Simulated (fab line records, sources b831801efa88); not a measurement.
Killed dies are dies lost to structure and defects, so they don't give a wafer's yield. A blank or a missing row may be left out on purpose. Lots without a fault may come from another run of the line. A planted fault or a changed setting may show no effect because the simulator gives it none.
Which tool did it? | flow gf180mcu | 13 lots, 39 wafers sampled, at 4 steps of a route of 602

WHAT THE GAUGES READ, wafer by wafer
GF_MIM_THK_MEAS_06.
lot  | measured     | on            | MIM_CVD_05_THK (nm)
L464 | day 25 20:08 | film_metro-01 | 41.8 41.4 42.4
L466 | day 26 02:58 | film_metro-04 | 42.0 42.4 42.6
L467 | day 26 14:09 | film_metro-01 | 41.2 41.8 42.0
L474 | day 28 07:10 | film_metro-04 | 41.4 41.3 41.4
L475 | day 29 00:22 | film_metro-04 | 42.5 41.8 43.2
L476 | day 29 01:32 | film_metro-04 | 41.8 41.4 42.2
L477 | day 29 12:16 | film_metro-01 | 41.9 42.8 42.6
L478 | day 29 15:28 | film_metro-02 | 42.0 43.0 42.2
L480 | day 29 23:38 | film_metro-01 | 41.0 41.4 42.2
L482 | day 30 08:33 | film_metro-02 | 42.5 42.3 42.2
L481 | day 30 13:10 | film_metro-01 | 41.1 42.2 41.5
L483 | day 30 14:49 | film_metro-02 | 41.5 40.9 41.0
L484 | day 30 22:57 | film_metro-01 | 42.1 41.3 42.6

WHICH TOOL RAN EACH LOT (tool, then ch and the chambers of the sampled wafers, then the start)
lot  | GF_M4_SPUTTER_00             | GF_V4_CVD_23                  | GF_MIM_SPUTTER_04
L464 | pvd_sputter-01, day 23 20:43 | cvd_w-01 ch 0,1, day 25 19:17 | pvd_sputter-04, day 25 20:04
L466 | pvd_sputter-01, day 24 04:50 | cvd_w-01 ch 0, day 26 02:07   | pvd_sputter-01, day 26 02:53
L467 | pvd_sputter-03, day 24 16:31 | cvd_w-01 ch 0, day 26 13:19   | pvd_sputter-04, day 26 14:05
L474 | pvd_sputter-01, day 26 12:06 | cvd_w-02 ch 0,1, day 28 06:19 | pvd_sputter-01, day 28 07:05
L475 | pvd_sputter-01, day 27 06:22 | cvd_w-02 ch 0,1, day 28 23:31 | pvd_sputter-02, day 29 00:18
L476 | pvd_sputter-04, day 27 07:45 | cvd_w-01 ch 0,1, day 29 00:41 | pvd_sputter-04, day 29 01:27
L477 | pvd_sputter-01, day 27 18:11 | cvd_w-01 ch 0,1, day 29 11:26 | pvd_sputter-01, day 29 12:11
L478 | pvd_sputter-04, day 27 20:41 | cvd_w-02 ch 0,1, day 29 14:38 | pvd_sputter-01, day 29 15:22
L480 | pvd_sputter-04, day 28 05:54 | cvd_w-01 ch 0,1, day 29 22:48 | pvd_sputter-04, day 29 23:33
L482 | pvd_sputter-01, day 28 15:02 | cvd_w-02 ch 0,1, day 30 07:35 | pvd_sputter-01, day 30 08:28
L481 | pvd_sputter-01, day 28 20:01 | cvd_w-01 ch 0,1, day 30 12:20 | pvd_sputter-01, day 30 13:05
L483 | pvd_sputter-01, day 28 22:53 | cvd_w-01 ch 0,1, day 30 13:58 | pvd_sputter-01, day 30 14:44
L484 | pvd_sputter-01, day 29 06:57 | cvd_w-01 ch 0,1, day 30 22:06 | pvd_sputter-04, day 30 22:52
- GF_M4_SPUTTER_00: material Ti, target thk 37.5 nm, time 150 s.
- GF_V4_CVD_23: deposits W, target thk 350 nm, time 104.9 s.
- GF_MIM_SPUTTER_04: material TiN, target thk 50 nm, time 41.7 s.

WHAT THE TOOLS THEMSELVES READ (means of the sampled wafers that have a number; where no wafer has one, the mark that the record gives instead)
GF_M4_SPUTTER_00.
lot  | tool           | cathode_dc_power_W (W) | chamber_pressure_pa (Pa) | throttle_valve_pct (%)
L464 | pvd_sputter-01 | 3999.2                 | 1.999                    | 29.1
L466 | pvd_sputter-01 | 3999.7                 | 1.999                    | 29.3
L467 | pvd_sputter-03 | 4000.1                 | 1.996                    | 30.9
L474 | pvd_sputter-01 | 4000.3                 | 1.998                    | 29.7
L475 | pvd_sputter-01 | 4000.4                 | 1.999                    | 31.1
L476 | pvd_sputter-04 | 3999.5                 | 1.996                    | 29.8
L477 | pvd_sputter-01 | 3999.6                 | 1.999                    | 29.8
L478 | pvd_sputter-04 | 3999.6                 | 1.999                    | 29.5
L480 | pvd_sputter-04 | 3999.4                 | 2.005                    | 28.6
L482 | pvd_sputter-01 | 4000.1                 | 2.004                    | 30.6
L481 | pvd_sputter-01 | 4000.1                 | 2.000                    | 29.9
L483 | pvd_sputter-01 | 4000.3                 | 1.997                    | 29.8
L484 | pvd_sputter-01 | 4000.5                 | 1.996                    | 30.9

GF_V4_CVD_23.
lot  | tool     | chamber_pressure_Torr (Torr) | heater_power_w (W)
L464 | cvd_w-01 | 39.93                        | 799
L466 | cvd_w-01 | 39.92                        | 744
L467 | cvd_w-01 | 40.04                        | 735
L474 | cvd_w-02 | 40.04                        | 814
L475 | cvd_w-02 | 39.95                        | 804
L476 | cvd_w-01 | 39.94                        | 805
L477 | cvd_w-01 | 40.00                        | 762
L478 | cvd_w-02 | 40.03                        | 804
L480 | cvd_w-01 | 40.05                        | 773
L482 | cvd_w-02 | 40.02                        | 812
L481 | cvd_w-01 | 40.06                        | 800
L483 | cvd_w-01 | 40.02                        | 776
L484 | cvd_w-01 | 40.08                        | 819

GF_MIM_SPUTTER_04.
lot  | tool           | cathode_dc_power_W (W) | chamber_pressure_pa (Pa) | throttle_valve_pct (%)
L464 | pvd_sputter-04 | -                      | -                        | -
L466 | pvd_sputter-01 | -                      | -                        | -
L467 | pvd_sputter-04 | 6500.0                 | 0.4006                   | 31.2
L474 | pvd_sputter-01 | 6499.0                 | 0.3999                   | 30.4
L475 | pvd_sputter-02 | 6500.4                 | 0.3998                   | 30.1
L476 | pvd_sputter-04 | 6500.1                 | 0.3992                   | 30.7
L477 | pvd_sputter-01 | 6499.8                 | 0.4002                   | 29.1
L478 | pvd_sputter-01 | 6500.2                 | 0.3995                   | 28.7
L480 | pvd_sputter-04 | 6500.8                 | 0.3998                   | 28.9
L482 | pvd_sputter-01 | 6498.8                 | 0.4005                   | 29.9
L481 | pvd_sputter-01 | 6500.0                 | 0.4001                   | 28.9
L483 | pvd_sputter-01 | 6499.7                 | 0.3991                   | 30.5
L484 | pvd_sputter-04 | 6499.7                 | 0.4001                   | 31.3

THE ANSWER, worked out from the rows above alone
Rule: what is usual is taken from the lots themselves. Put in order of their means at a reading, lots are off if they are a third of the lots or fewer, leave a main group of 4 or more, and stand apart from it by a gap of 3 or more times the standard deviation of the main group's means; of several such gaps the widest counts. A main group whose means are all the same, to the digits that the tables above print for the reading, isn't used. A lot without any number at a reading at which 4 lots or more have one is off too. The other lots that the step has rows for count as sound. The gauges are gone through in route order, then the tools' own readings, and for those a lot's mean is taken as printed above. The first step at which some lot is off is used, and at that step the reading that is off furthest; a lot without a number counts as furthest.
Off: L464, L466, at GF_MIM_SPUTTER_04 (cathode_dc_power_W). Without a number there: L464, L466. The main group: mean 6499.9 W, standard deviation 0.55.
A tool fits if, at that step or a process step before it, it ran every lot that is off, and no sound lot after the first of them. None of those tried fits.

WHAT THE SIMULATOR HAD PUT IN
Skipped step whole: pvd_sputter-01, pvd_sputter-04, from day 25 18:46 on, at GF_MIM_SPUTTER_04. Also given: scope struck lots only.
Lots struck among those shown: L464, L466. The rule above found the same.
